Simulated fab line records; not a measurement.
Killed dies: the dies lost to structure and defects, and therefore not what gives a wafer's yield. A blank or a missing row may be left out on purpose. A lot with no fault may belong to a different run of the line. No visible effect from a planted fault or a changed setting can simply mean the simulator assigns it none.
fab line records | flow sky130
[record] lots = 6 wafers = 18 last-day = 52
route steps=708 shown VIA1@466 PAD_OPEN@708
lots with no fault: from the same line, run without faults
start-h: hours from the record's first day to the start of the lot's first wafer shown | wait-h: time in hours since the lot's previous step | " the same as in the row above | L1.1+2: a row that stands for several wafers | - no value present, or no start provided | * or withheld: withheld | < > ~ a bound
route shown NAME@n: a module of which the file shows steps, and the number in the route of the first | usual: mean/standard deviation taken from wafers without a fault | same: alike in all rows | chamber/n: place in a boat | sites: readings site by site | _std_site: how widely they spread, as a standard deviation | _edge_site: inner sites' mean taken away from outer sites' mean | radius-mm: for every site, how far away it sits from the centre of the wafer | mask NAME#n: copy n | behind: tool/chamber where the wafer was last shaped | hold: reason for holding the lot/hours on hold/outcome of the hold | device: the transistor (n, p or np) that didn't switch | end of line: the route-end tests of the same wafers | a step given without rows: its recipe and nothing more | killed: count of dies lost to structure and defects at first sort (not the wafer's yield) | map: per-die view of a wafer (x killed, . not killed, _ where there is no die)
set.NAME: the setting as run; set.NAME@STEP: as run at that earlier step | model.NAME: the simulator's own value behind a step, which no gauge read
lots at some steps of the route; a table a step, a row a wafer
services: when a tool's chamber went out of use (start-h, in hours from the record's first day, below 0 if earlier), for how many hours, and the reason
[[steps]]
[step SKY_VIA1_SOFTBAKE_08]
[recipe] temp-c = 100 time-s = 90 resist = KrF-thick
[step SKY_VIA1_EXPOSE_09]
[recipe] mask-id = VIM na = 0.8 source-shape = annular sigma-inner = 0.55 sigma-outer = 0.85 target-cd-nm = 150 dose-mj = 38
[step SKY_VIA1_PEB_10]
[recipe] peb-temp-c = withheld peb-time-s = withheld resist = KrF-thick
[step SKY_VIA1_DEVELOP_11]
[recipe] develop-time-s = 60 resist = KrF-thick dev-temp-c = 21
[step SKY_VIA1_CD_MEAS_12]
[recipe] target-cd-nm = 150
[usual] cd-nm = 149.8/1.8
// columns lot.wafer tool chamber start-h wait-h cd-nm
L358.3 cd-sem-01 - 767.58 - 152.8
L358.4 " - " " 150.6
L358.5 " - " " 151.4
L362.2 cd-sem-01 - 793.58 - 148.2
L362.4 " - " " 148.8
L362.5 " - " " 148.6
L372.1 cd-sem-02 - 1027.56 - 148.0
L372.5 " - " " 149.0
L372.6 " - " " 149.0
L370.1 cd-sem-02 - 1031.54 - 149.8
L370.3 " - " " 149.1
L370.5 " - " " 147.9
L371.1 cd-sem-01 - 1033.04 - 150.3
L371.3 " - " " 150.2
L371.5 " - " " 150.9
L374.1 cd-sem-02 - 1034.89 - 150.8
L374.3 " - " " 151.1
L374.5 " - " " 150.8
[step SKY_VIA1_OVL_MEAS_13]
[usual] VIA1_OVL = 0/5.6
// columns lot.wafer tool chamber start-h wait-h VIA1_OVL[nm]
L358.3 overlay-01 - 767.67 0.1 13
L358.4 " - " " 5
L358.5 " - " " 9
L362.2 overlay-01 - 793.69 0.1 2
L362.4 " - " " -8
L362.5 " - " " -13
L372.1 overlay-01 - 1027.68 0.1 1
L372.5 " - " " -3
L372.6 " - " " -3
L370.1 overlay-01 - 1031.66 0.1 -4
L370.3 " - " " 1
L370.5 " - " " 1
L371.1 overlay-02 - 1033.16 0.1 8
L371.3 " - " " 10
L371.5 " - " " 2
L374.1 overlay-02 - 1035.01 0.1 1
L374.3 " - " " 3
L374.5 " - " " 2
[step SKY_VIA1_ETCH_14]
[recipe] chemistry = N2/H2 target = BARC ion-energy-ev = 200 source-w = 500 bias-w = 100 pressure-mtorr = 30 n2-flow-sccm = 100 h2-flow-sccm = 200 stop-on = SiO2 time-s = 45.9 target-depth-a = 600
[usual] drypump-motor-current-A = 5.6/0.62 oes-product-au = 0.855/0.0046 throttle-valve-pct = 13.225/0.0096
// columns lot.wafer tool chamber start-h wait-h drypump-motor-current-A oes-product-au rf-hours-counter-h throttle-valve-pct
L358.3 rie-diel-04 3 767.69 0.0 5.8 0.851 14 13.234
L358.4 " 0 " " 6.4 0.854 5 13.218
L358.5 " 1 " " 6.4 0.860 - 13.215
L362.2 rie-diel-04 1 793.72 0.0 6.4 0.850 18 13.238
L362.4 " 0 " " 6.4 0.867 5 13.226
L362.5 " 1 " " 6.4 0.858 - 13.226
L372.1 rie-diel-04 0 1027.72 0.0 6.4 0.857 12 13.234
L372.5 " 0 " " 6.4 0.851 - 13.218
L372.6 " 3 " " 5.8 0.858 - 13.220
L370.1 rie-diel-03 0 1031.69 0.0 4.8 0.849 4 13.207
L370.3 " 1 " " 5.5 0.857 15 13.245
L370.5 " 1 " " 5.5 0.857 - 13.231
L371.1 rie-diel-03 2 1033.19 0.0 4.7 0.859 19 13.220
L371.3 " 1 " " 5.4 0.856 15 13.207
L371.5 " 0 " " 4.8 0.860 - 13.208
L374.1 rie-diel-04 3 1035.04 0.0 5.8 0.854 21 13.220
L374.3 " 0 " " 6.4 0.849 12 13.232
L374.5 " 2 " " 5.2 0.852 - 13.244
[step SKY_VIA1_ETCH_15]
[recipe] target = SiO2 chemistry = C4F8/O2/Ar target-depth-nm = 351 stop-on = TiN mask-material = KrF-thick source-w = 1500 bias-w = 1200 pressure-mtorr = 40 c4f8-flow-sccm = withheld O2_flow_sccm = 6 Ar_flow_sccm = 300 time-s = 54
[usual] oes-product-au = 0.981/0.0052
// columns lot.wafer tool chamber start-h wait-h oes-product-au rf-hours-counter-h
L358.3 rie-diel-04 3 767.73 0.0 0.976 14
L358.4 " 0 " " 0.985 5
L358.5 " 1 " " 0.988 -
L362.2 rie-diel-04 1 793.76 0.0 0.986 18
L362.4 " 0 " " 0.989 5
L362.5 " 1 " " 0.986 -
L372.1 rie-diel-04 0 1027.76 0.0 0.969 12
L372.5 " 0 " " 0.974 -
L372.6 " 3 " " 0.987 -
L370.1 rie-diel-03 0 1031.74 0.0 0.987 4
L370.3 " 1 " " 0.980 15
L370.5 " 1 " " 0.979 -
L371.1 rie-diel-03 2 1033.24 0.0 0.987 19
L371.3 " 1 " " 0.974 15
L371.5 " 0 " " 0.981 -
L374.1 rie-diel-04 1 1035.09 0.0 0.981 3
L374.3 " 3 " " 0.987 21
L374.5 " 1 " " 0.982 -
[step SKY_VIA1_STRIP_16]
[recipe] chemistry = O2/N2 power-w = 1400 pressure-mtorr = 1500 platen-temp-c = withheld o2-flow-sccm = 3000 n2-flow-sccm = 300 overash-fraction = 0.5
[usual] drypump-motor-current-A = 5.8/0.33 oes-product-au = 0.416/0.0045 strip-time-to-endpoint-s = 4.471/0.025
// columns lot.wafer tool chamber start-h wait-h drypump-motor-current-A oes-product-au rf-hours-counter-h strip-time-to-endpoint-s
L358.3 plasma-asher-01 0 767.81 0.1 5.2 0.410 - 4.446
L358.4 " 1 " " 6.1 0.417 - 4.427
L358.5 " 0 " " 5.2 0.418 - 4.464
L362.2 plasma-asher-01 0 793.81 0.0 5.3 0.419 60 4.486
L362.4 " 1 " " 6.1 0.411 - 4.479
L362.5 " 1 " " 6.1 0.407 - 4.479
L372.1 plasma-asher-03 1 1027.81 0.0 6.2 0.411 121 4.453
L372.5 " 0 " " 5.8 0.413 - 4.433
L372.6 " 1 " " 6.2 0.416 - 4.440
L370.1 plasma-asher-02 0 1031.78 0.0 6.0 0.420 59 4.531
L370.3 " 0 " " 6.0 0.417 - 4.512
L370.5 " 0 " " 6.0 0.408 - 4.501
L371.1 plasma-asher-01 1 1033.28 0.0 6.0 0.420 85 4.500
L371.3 " 0 " " 5.2 0.409 - 4.514
L371.5 " 1 " " 6.1 0.423 - 4.507
L374.1 plasma-asher-02 1 1035.13 0.0 6.0 0.418 60 4.457
L374.3 " 0 " " 6.0 0.421 - 4.456
L374.5 " 1 " " 6.0 0.419 - 4.497
[step SKY_VIA1_STRIP_17]
[recipe] chemistry = post-etch-residue-remover time-s = 1200 temp-c = 72.5
[step SKY_VIA1_CLEAN_18]
[recipe] chemistry = IPA time-s = 180 temp-c = 25
[step SKY_VIA1_CLEAN_19]
[recipe] chemistry = O3/DIW dry = n2-spin
[step SKY_VIA1_SPUTTER_20]
[recipe] material = TiN target-thk-nm = 20 chamber-pressure-pa = 5 power-w = 4000 time-s = 80
[usual] cathode-dc-power-W = 4000.0/0.78 chamber-pressure-pa = 5.002/0.0098 throttle-valve-pct = 29.5/1.3
// columns lot.wafer tool chamber start-h wait-h cathode-dc-power-W chamber-pressure-pa throttle-valve-pct
L358.3 pvd-sputter-03 - 768.41 0.0 4000.6 4.993 30.0
L358.4 " - " " 3998.9 4.996 29.5
L358.5 " - " " 3999.1 4.999 28.8
L362.2 pvd-sputter-01 - 794.40 0.0 3999.0 5.006 30.8
L362.4 " - " " 4000.2 5.011 29.4
L362.5 " - " " 4000.4 5.003 30.5
L372.1 pvd-sputter-03 - 1028.51 0.0 4000.5 5.026 28.6
L372.5 " - " " 3998.2 5.004 28.5
L372.6 " - " " 4000.8 4.982 29.3
L370.1 pvd-sputter-03 - 1032.37 0.0 - - -
L370.3 " - " " - - -
L370.5 " - " " - - -
L371.1 pvd-sputter-04 - 1033.92 0.0 - - -
L371.3 " - " " - - -
L371.5 " - " " - - -
L374.1 pvd-sputter-01 - 1035.87 0.0 4000.0 5.017 31.3
L374.3 " - " " 4000.0 5.000 28.5
L374.5 " - " " 4000.3 5.019 31.9
[step SKY_VIA1_CVD_21]
[recipe] material = W target-thk-nm = 270 time-s = 80.902 temp-c = 400 pressure-torr = 40
[usual] heater-power-w = 826/49 susceptor-temp-C = 400.01/0.21
// columns lot.wafer tool chamber start-h wait-h heater-power-w susceptor-temp-C
L358.3 cvd-w-02 1 768.50 0.1 890 400.10
L358.4 " 0 " " 784 399.93
L358.5 " 1 " " 859 400.07
L362.2 cvd-w-01 0 794.46 0.0 820 399.93
L362.4 " 1 " " 880 399.66
L362.5 " 0 " " 799 399.64
L372.1 cvd-w-01 0 1028.57 0.0 725 399.61
L372.5 " 0 " " 717 400.00
L372.6 " 1 " " 876 400.00
L370.1 cvd-w-02 0 1032.43 0.0 797 400.44
L370.3 " 1 " " 871 400.03
L370.5 " 1 " " 871 400.04
L371.1 cvd-w-02 0 1033.98 0.0 803 400.11
L371.3 " 1 " " 862 399.81
L371.5 " 0 " " 806 400.01
L374.1 cvd-w-01 1 1035.93 0.0 887 399.51
L374.3 " 0 " " 712 400.21
L374.5 " 0 " " 749 400.06
[step SKY_PAD_OPEN_PROBE_99]
[usual] defect-limited-yield = 82.5/1.9 killed_at_M0_to_M3 = 43/7 killed_at_M4_up = 2.7/1.6 killed-at-contacts = 24/5.3 killed-at-front-end = 16/4.6 killed-at-other = 0.3/0.53 killed-dies = 86/9.3 killed-on-rim = 17/4 killed-open = 47/6.9 killed-short = 38/6.1 sort_bin_3_pad_short = 0.9/0.4 sort_bin_5_function = 10.3/1.4 sort_bin_6_memory = 6.3/1.1 sort-n-pass = 406/9.3 sort-yield-pct = 82.5/1.9
[same] gross-dies = 492 killed-at-back-side = 0 sort_bin_4_leakage[%] = 0 sort_bin_8_speed[%] = 0
// columns lot.wafer tool chamber start-h wait-h defect-limited-yield[%] killed_at_M0_to_M3 killed_at_M4_up killed-at-contacts killed-at-front-end killed-at-other killed-dies killed-on-rim killed-open killed-short sort_bin_3_pad_short[%] sort_bin_5_function[%] sort_bin_6_memory[%] sort-n-pass sort-yield-pct[%]
L358.3 prober-02 - 1057.81 0.2 83.9 35 2 26 16 0 79 21 43 36 0.6 7.9 7.5 413 83.9
L358.4 prober-02 - 1057.86 0.2 79.5 59 3 26 13 0 101 20 54 47 1.2 13.6 5.7 391 79.5
L358.5 prober-02 - 1057.91 0.2 81.1 36 6 33 18 0 93 16 53 40 1.2 10.0 7.7 399 81.1
L362.2 prober-02 - 1078.86 0.1 82.5 41 3 29 13 0 86 12 43 43 0.6 10.6 6.3 406 82.5
L362.4 prober-02 - 1078.96 0.2 83.3 48 3 19 11 1 82 17 44 38 0.4 10.0 6.3 410 83.3
L362.5 prober-02 - 1079.01 0.2 80.9 51 3 26 14 0 94 21 57 37 1.0 11.6 6.5 398 80.9
L372.1 prober-01 - 1239.01 0.1 81.3 48 5 21 17 1 92 19 50 40 1.0 11.8 5.9 400 81.3
L372.5 prober-01 - 1239.21 0.2 82.1 38 3 19 27 1 88 21 51 37 0.8 12.4 4.7 404 82.1
L372.6 prober-01 - 1239.26 0.2 82.7 54 0 15 15 1 85 19 46 37 0.4 10.8 6.1 407 82.7
L370.1 prober-02 - 1240.62 0.1 0 438 6 30 17 1 492 96 61 39 0.8 90.4 8.7 0 0
L370.3 prober-02 - 1240.72 0.2 0 453 4 16 19 0 492 96 45 35 0.4 93.5 6.1 0 0
L370.5 prober-02 - 1240.82 0.2 0 448 2 32 10 0 492 96 54 39 0.8 92.1 7.1 0 0
L371.1 prober-02 - 1241.26 0.1 0 445 0 21 25 1 492 96 48 35 1.4 93.1 5.5 0 0
L371.3 prober-02 - 1241.36 0.2 0 444 1 26 21 0 492 96 38 36 0.6 94.7 4.7 0 0
L371.5 prober-02 - 1241.46 0.2 0 452 7 20 12 1 492 96 47 37 0.8 93.1 6.1 0 0
L374.1 prober-02 - 1242.12 0.1 78.7 52 4 28 21 0 105 19 50 55 1.4 11.8 8.1 387 78.7
L374.3 prober-02 - 1242.22 0.2 83.7 36 4 25 15 0 80 19 43 35 1.0 9.3 5.9 412 83.7
L374.5 prober-02 - 1242.32 0.2 83.9 41 1 28 9 0 79 17 45 34 0.8 8.5 6.7 413 83.9
// killed by level:class
L358.3 VIA1:geometric-particle:open=9 CONTACT:geometric-particle:open=8 LI_CONTACT:geometric-particle:open=7 CONTACT:geometric-particle:short=6 FIELD_ISO:geometric-particle:short=5 VIA2:geometric-particle:open=5 VIA1:geometric-particle:short=4 VIA3:geometric-particle:short=4
L358.4 VIA1:geometric-particle:open=15 METAL2:geometric-particle:short=10 CONTACT:geometric-particle:open=9 VIA3:geometric-particle:open=7 METAL1:geometric-particle:short=6 LI_CONTACT:geometric-particle:open=6 CONTACT:geometric-particle:short=6 VIA2:geometric-particle:open=6
L358.5 CONTACT:geometric-particle:open=13 VIA1:geometric-particle:open=11 POLY_GATE:geometric-particle:short=7 LI_CONTACT:geometric-particle:short=7 LI_CONTACT:geometric-particle:open=7 POLY_GATE:geometric-particle:open=6 METAL2:geometric-particle:short=6 CONTACT:geometric-particle:short=5
L362.2 LI_CONTACT:geometric-particle:open=10 VIA1:geometric-particle:open=9 METAL2:geometric-particle:short=7 LI_CONTACT:geometric-particle:short=6 LOCAL_INTERCONNECT:geometric-particle:short=6 POLY_GATE:geometric-particle:short=5 CONTACT:geometric-particle:open=5 VIA3:geometric-particle:open=5
L362.4 METAL2:geometric-particle:short=9 VIA1:geometric-particle:open=9 VIA3:geometric-particle:open=9 LI_CONTACT:geometric-particle:open=6 VIA2:geometric-particle:open=6 CONTACT:geometric-particle:open=5 METAL1:geometric-particle:short=5 LI_CONTACT:geometric-particle:short=4
L362.5 VIA1:geometric-particle:open=12 LI_CONTACT:geometric-particle:open=10 VIA3:geometric-particle:open=9 VIA2:geometric-particle:open=8 CONTACT:geometric-particle:open=7 METAL2:geometric-particle:short=7 LI_CONTACT:geometric-particle:short=4 METAL1:geometric-particle:short=4
L372.1 VIA1:geometric-particle:open=11 VIA1:geometric-particle:short=9 FIELD_ISO:geometric-particle:open=8 LI_CONTACT:geometric-particle:open=8 VIA2:geometric-particle:open=8 METAL1:geometric-particle:short=5 CONTACT:geometric-particle:short=5 VIA3:geometric-particle:open=5
L372.5 VIA1:geometric-particle:open=11 CONTACT:geometric-particle:open=10 METAL1:geometric-particle:short=9 VIA2:geometric-particle:open=8 FIELD_ISO:geometric-particle:short=6 POLY_GATE:geometric-particle:open=6 FIELD_ISO:geometric-particle:open=5 POLY_GATE:geometric-particle:short=5
L372.6 VIA2:geometric-particle:open=10 VIA3:geometric-particle:open=10 METAL2:geometric-particle:short=8 CONTACT:geometric-particle:open=7 VIA2:geometric-particle:short=6 METAL1:geometric-particle:short=5 VIA1:geometric-particle:open=5 FIELD_ISO:geometric-particle:open=4
L370.1 VIA1:area-sputter=392 LI_CONTACT:geometric-particle:open=11 CONTACT:geometric-particle:open=11 VIA1:geometric-particle:open=10 VIA2:geometric-particle:open=7 METAL1:geometric-particle:short=6 VIA1:geometric-particle:short=6 VIA3:geometric-particle:open=6
L370.3 VIA1:area-sputter=412 LI_CONTACT:geometric-particle:open=9 VIA1:geometric-particle:open=9 FIELD_ISO:geometric-particle:open=6 POLY_GATE:geometric-particle:short=6 VIA3:geometric-particle:open=6 METAL2:geometric-particle:short=5 METAL1:geometric-particle:short=5
L370.5 VIA1:area-sputter=399 LI_CONTACT:geometric-particle:open=13 VIA1:geometric-particle:open=10 CONTACT:geometric-particle:open=9 METAL1:geometric-particle:short=8 LI_CONTACT:geometric-particle:short=6 METAL2:geometric-particle:short=6 VIA3:geometric-particle:open=5
L371.1 VIA1:area-sputter=408 VIA1:geometric-particle:open=9 LI_CONTACT:geometric-particle:open=8 VIA3:geometric-particle:open=6 FIELD_ISO:geometric-particle:short=5 POLY_GATE:geometric-particle:short=5 POLY_GATE:geometric-particle:open=5 CONTACT:geometric-particle:short=5
L371.3 VIA1:area-sputter=418 CONTACT:geometric-particle:open=9 POLY_GATE:geometric-particle:short=6 LI_CONTACT:geometric-particle:short=6 VIA1:geometric-particle:open=6 FIELD_ISO:geometric-particle:short=5 CONTACT:geometric-particle:short=5 VIA3:geometric-particle:open=5
L371.5 VIA1:area-sputter=408 VIA3:geometric-particle:open=16 METAL1:geometric-particle:short=10 LI_CONTACT:geometric-particle:open=6 CONTACT:geometric-particle:open=6 VIA2:geometric-particle:open=5 POLY_GATE:geometric-particle:short=4 METAL4:geometric-particle:open=4
L374.1 LI_CONTACT:geometric-particle:open=12 METAL1:geometric-particle:short=10 VIA3:geometric-particle:open=10 FIELD_ISO:geometric-particle:open=6 POLY_GATE:geometric-particle:short=6 POLY_GATE:geometric-particle:open=5 CONTACT:geometric-particle:open=5 METAL2:geometric-particle:short=5
L374.3 VIA1:geometric-particle:open=8 LI_CONTACT:geometric-particle:open=7 CONTACT:geometric-particle:open=6 LI_CONTACT:geometric-particle:short=5 VIA2:geometric-particle:short=5 VIA2:geometric-particle:open=5 FIELD_ISO:geometric-particle:open=4 LOCAL_INTERCONNECT:geometric-particle:short=4
L374.5 CONTACT:geometric-particle:open=10 VIA1:geometric-particle:open=8 METAL1:geometric-particle:short=7 VIA3:geometric-particle:open=7 LI_CONTACT:geometric-particle:open=5 LOCAL_INTERCONNECT:geometric-particle:short=5 LI_CONTACT:geometric-particle:short=4 VIA2:geometric-particle:open=4
// map L370.1 (x killed, . not)
__________xxxxxxxxxx_________
________xxxxxxxxxxxxxx_______
______xxxxxxxxxxxxxxxxxx_____
_____xxxxxxxxxxxxxxxxxxxx____
____xxxxxxxxxxxxxxxxxxxxxx___
___xxxxxxxxxxxxxxxxxxxxxxxx__
__xxxxxxxxxxxxxxxxxxxxxxxxxx_
_xxxxxxxxxxxxxxxxxxxxxxxxxxxx
_xxxxxxxxxxxxxxxxxxxxxxxxxxxx
_xxxxxxxxxxxxxxxxxxxxxxxxxxxx
_xxxxxxxxxxxxxxxxxxxxxxxxxxxx
_xxxxxxxxxxxxxxxxxxxxxxxxxxxx
_xxxxxxxxxxxxxxxxxxxxxxxxxxxx
_xxxxxxxxxxxxxxxxxxxxxxxxxxxx
_xxxxxxxxxxxxxxxxxxxxxxxxxxxx
__xxxxxxxxxxxxxxxxxxxxxxxxxx_
___xxxxxxxxxxxxxxxxxxxxxxxx__
____xxxxxxxxxxxxxxxxxxxxxx___
_____xxxxxxxxxxxxxxxxxxxx____
______xxxxxxxxxxxxxxxxxx_____
________xxxxxxxxxxxxxx_______
__________xxxxxxxxxx_________
// map L371.1 (x killed, . not)
__________xxxxxxxxxx_________
________xxxxxxxxxxxxxx_______
______xxxxxxxxxxxxxxxxxx_____
_____xxxxxxxxxxxxxxxxxxxx____
____xxxxxxxxxxxxxxxxxxxxxx___
___xxxxxxxxxxxxxxxxxxxxxxxx__
__xxxxxxxxxxxxxxxxxxxxxxxxxx_
_xxxxxxxxxxxxxxxxxxxxxxxxxxxx
_xxxxxxxxxxxxxxxxxxxxxxxxxxxx
_xxxxxxxxxxxxxxxxxxxxxxxxxxxx
_xxxxxxxxxxxxxxxxxxxxxxxxxxxx
_xxxxxxxxxxxxxxxxxxxxxxxxxxxx
_xxxxxxxxxxxxxxxxxxxxxxxxxxxx
_xxxxxxxxxxxxxxxxxxxxxxxxxxxx
_xxxxxxxxxxxxxxxxxxxxxxxxxxxx
__xxxxxxxxxxxxxxxxxxxxxxxxxx_
___xxxxxxxxxxxxxxxxxxxxxxxx__
____xxxxxxxxxxxxxxxxxxxxxx___
_____xxxxxxxxxxxxxxxxxxxx____
______xxxxxxxxxxxxxxxxxx_____
________xxxxxxxxxxxxxx_______
__________xxxxxxxxxx_________
[[services]]
// columns tool chamber start-h hours kind
pvd-sputter-01 - 766.60 15.7 repair
rie-diel-04 2 810.73 - clean
rie-diel-04 2 810.73 13.1 scheduled-down
rie-diel-04 2 810.73 13.1 vent-cycle
cvd-w-01 - 820.61 0.6 repair
rie-diel-04 2 831.35 3.2 repair
pvd-sputter-03 - 847.33 1.7 repair
rie-diel-03 0 865.25 - clean
rie-diel-03 0 865.25 14.5 scheduled-down
plasma-asher-01 - 870.36 0.9 repair
cvd-w-01 - 879.87 0.5 repair
rie-diel-03 3 881.48 1.4 repair
cvd-w-01 - 904.00 14.0 pm
rie-diel-04 1 916.38 - clean
rie-diel-04 1 916.38 20.2 scheduled-down
rie-diel-04 1 916.38 20.2 vent-cycle
cvd-w-02 - 930.68 0.8 repair
plasma-asher-01 - 956.78 0.7 repair
pvd-sputter-01 - 964.51 0.8 repair
pvd-sputter-04 - 975.92 9.6 repair
rie-diel-03 - 985.03 2.8 pm
cvd-w-01 - 985.43 0.9 repair
plasma-asher-02 - 1012.44 1.7 repair
plasma-asher-01 - 1021.54 10.0 pm
[[key]]
[first-sign] step = SKY_VIA1_SPUTTER_20 reading = tool-record direction = missing
[effect] step = SKY_PAD_OPEN_PROBE_99 reading = sort_bin_5_function direction = up sigmas = 59 usual = 10.3 struck = 92.8
[more-kills-born-at] SKY_VIA1_SPUTTER_20@pvd-sputter-04 = 1232 SKY_VIA1_SPUTTER_20@pvd-sputter-03 = 1198
met-at SKY_VIA1_SPUTTER_20
struck-wafers L370.1,L370.3,L370.5,L371.1,L371.3,L371.5
later-rows-left-out L370.1,L370.3,L370.5,L371.1,L371.3,L371.5
onset-between 768.41 1032.37
[fault] kind = skipped-step-whole tool = pvd-sputter-03,pvd-sputter-04 chamber = - onset-h = 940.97 steps = SKY_VIA1_SPUTTER_20 scope = struck-lots-only
// later-rows-left-out: the simulator's readings of these wafers behind a module that went badly wrong aren't trusted and aren't shown, but for the sort
